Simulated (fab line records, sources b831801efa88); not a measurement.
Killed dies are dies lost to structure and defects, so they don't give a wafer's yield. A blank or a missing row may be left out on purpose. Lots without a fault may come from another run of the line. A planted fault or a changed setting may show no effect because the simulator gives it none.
Which tool did it? | flow gf180mcu | 15 lots, 43 wafers sampled, at 4 steps of a route of 602

WHAT THE GAUGES READ, wafer by wafer
GF_STI_BOW_MEAS_00.
lot  | measured    | on            | INCOMING_BOW (um)
L859 | day 1 10:00 | film_metro-01 | -9 4 -11
L860 | day 1 15:02 | film_metro-04 | 6 -3 -6
L861 | day 1 20:00 | film_metro-03 | 6 -8 17
L862 | day 2 01:01 | film_metro-01 | 2 -4 3
L863 | day 2 06:01 | film_metro-01 | -2 -2 2
L865 | day 2 16:01 | film_metro-01 | 5 5 2
L868 | day 3 07:00 | film_metro-03 | 11 -4 -5
L869 | day 3 12:00 | film_metro-03 | 0 -10
L872 | day 4 03:01 | film_metro-03 | 2 0
L875 | day 4 18:01 | film_metro-03 | 2 -8 -2
L877 | day 5 04:01 | film_metro-03 | 15 4 -4
L878 | day 5 09:02 | film_metro-01 | -3 -8 -2
L880 | day 5 19:01 | film_metro-04 | 8 -5 8
L881 | day 6 00:01 | film_metro-03 | 11 1 -1
L882 | day 6 05:01 | film_metro-04 | 2 -1 -3

GF_HV_LDD_TW_MEAS_23.
lot  | measured     | on            | HV_LDD_2_TW
L859 | day 10 19:24 | film_metro-01 | 1066 1063 1065
L860 | day 11 03:57 | film_metro-04 | 1056 1061 1061
L861 | day 11 09:35 | film_metro-02 | 1069 1066 1069
L862 | day 11 16:01 | film_metro-02 | 1064 1068 1068
L863 | day 11 21:31 | film_metro-01 | 1071 1068 1067
L865 | day 12 12:58 | film_metro-04 | 1060 1058 1052
L868 | day 13 13:42 | film_metro-02 | 68 1067 1070
L869 | day 13 19:21 | film_metro-04 | 68 1068
L872 | day 14 22:22 | film_metro-04 | 1060 68
L875 | day 15 16:03 | film_metro-01 | 1072 1063 1063
L877 | day 16 09:03 | film_metro-04 | 1054 1056 1057
L878 | day 17 05:04 | film_metro-01 | 1062 1060 1061
L880 | day 17 20:56 | film_metro-01 | 1062 1053 1067
L881 | day 17 20:13 | film_metro-04 | 1069 1068 1064
L882 | day 18 02:02 | film_metro-01 | 1069 1068 1069

GF_M1_OVL_MEAS_15.
lot  | measured     | on         | M1_OVL (nm)
L859 | day 17 02:05 | overlay-01 | -8 -5 -8
L860 | day 17 14:01 | overlay-01 | -2 -7 -5
L861 | day 17 19:57 | overlay-02 | -4 -7 -5
L862 | day 18 03:52 | overlay-02 | -8 -4 -3
L863 | day 18 10:51 | overlay-01 | -4 -8 -6
L865 | day 19 06:46 | overlay-01 | 4 2 -3
L868 | day 20 10:45 | overlay-02 | -4 -7
L869 | day 20 19:43 | overlay-01 | 1
L872 | day 22 03:59 | overlay-01 | -13
L875 | day 22 23:02 | overlay-01 | -1 1 6
L877 | day 23 15:06 | overlay-02 | -6 1 -7
L878 | day 24 10:36 | overlay-02 | -8 1 -1
L880 | day 25 00:20 | overlay-01 | -9 -9 -2
L881 | day 24 22:51 | overlay-02 | 8 -4 -4
L882 | day 25 05:41 | overlay-01 | -6 5 -1

WHICH TOOL RAN EACH LOT (tool, then ch and the chambers of the sampled wafers, then the start)
lot  | GF_HV_LDD_DEVELOP_18
L859 | litho_track-02 ch 0, day 10 18:51
L860 | litho_track-03 ch 0, day 11 03:25
L861 | litho_track-03 ch 0, day 11 09:01
L862 | litho_track-02 ch 0, day 11 15:28
L863 | litho_track-02 ch 0, day 11 20:58
L865 | litho_track-02 ch 0, day 12 12:25
L868 | litho_track-02 ch 0, day 13 13:09
L869 | litho_track-02 ch 0, day 13 18:48
L872 | litho_track-02 ch 0, day 14 21:49
L875 | litho_track-01 ch 0, day 15 15:31
L877 | litho_track-01 ch 0, day 16 08:30
L878 | litho_track-01 ch 0, day 17 04:32
L880 | litho_track-02 ch 0, day 17 20:19
L881 | litho_track-02 ch 0, day 17 19:40
L882 | litho_track-03 ch 0, day 18 01:30
- GF_HV_LDD_DEVELOP_18: develop time 60 s.

WHAT THE TOOLS THEMSELVES READ (means of the sampled wafers that have a number; where no wafer has one, the mark that the record gives instead)
The record holds no such reading with a usual standard deviation.

THE ANSWER, worked out from the rows above alone
Rule: what is usual is taken from the lots themselves. Put in order of their means at a reading, lots are off if they are a third of the lots or fewer, leave a main group of 4 or more, and stand apart from it by a gap of 3 or more times the standard deviation of the main group's means; of several such gaps the widest counts. A main group whose means are all the same, to the digits that the tables above print for the reading, isn't used. A lot without any number at a reading at which 4 lots or more have one is off too. The other lots that the step has rows for count as sound. The gauges are gone through in route order, then the tools' own readings, and for those a lot's mean is taken as printed above. The first step at which some lot is off is used, and at that step the reading that is off furthest; a lot without a number counts as furthest.
Off: L868, L869, L872, at GF_HV_LDD_TW_MEAS_23 (HV_LDD_2_TW). The main group: mean 1064, standard deviation 4.5.
A tool fits if, at a process step before that reading, it ran every lot that is off, and no sound lot after the first of them. The gauges at GF_HV_LDD_TW_MEAS_23 are tried like those tools. None of those tried fits.

WHAT THE SIMULATOR HAD PUT IN
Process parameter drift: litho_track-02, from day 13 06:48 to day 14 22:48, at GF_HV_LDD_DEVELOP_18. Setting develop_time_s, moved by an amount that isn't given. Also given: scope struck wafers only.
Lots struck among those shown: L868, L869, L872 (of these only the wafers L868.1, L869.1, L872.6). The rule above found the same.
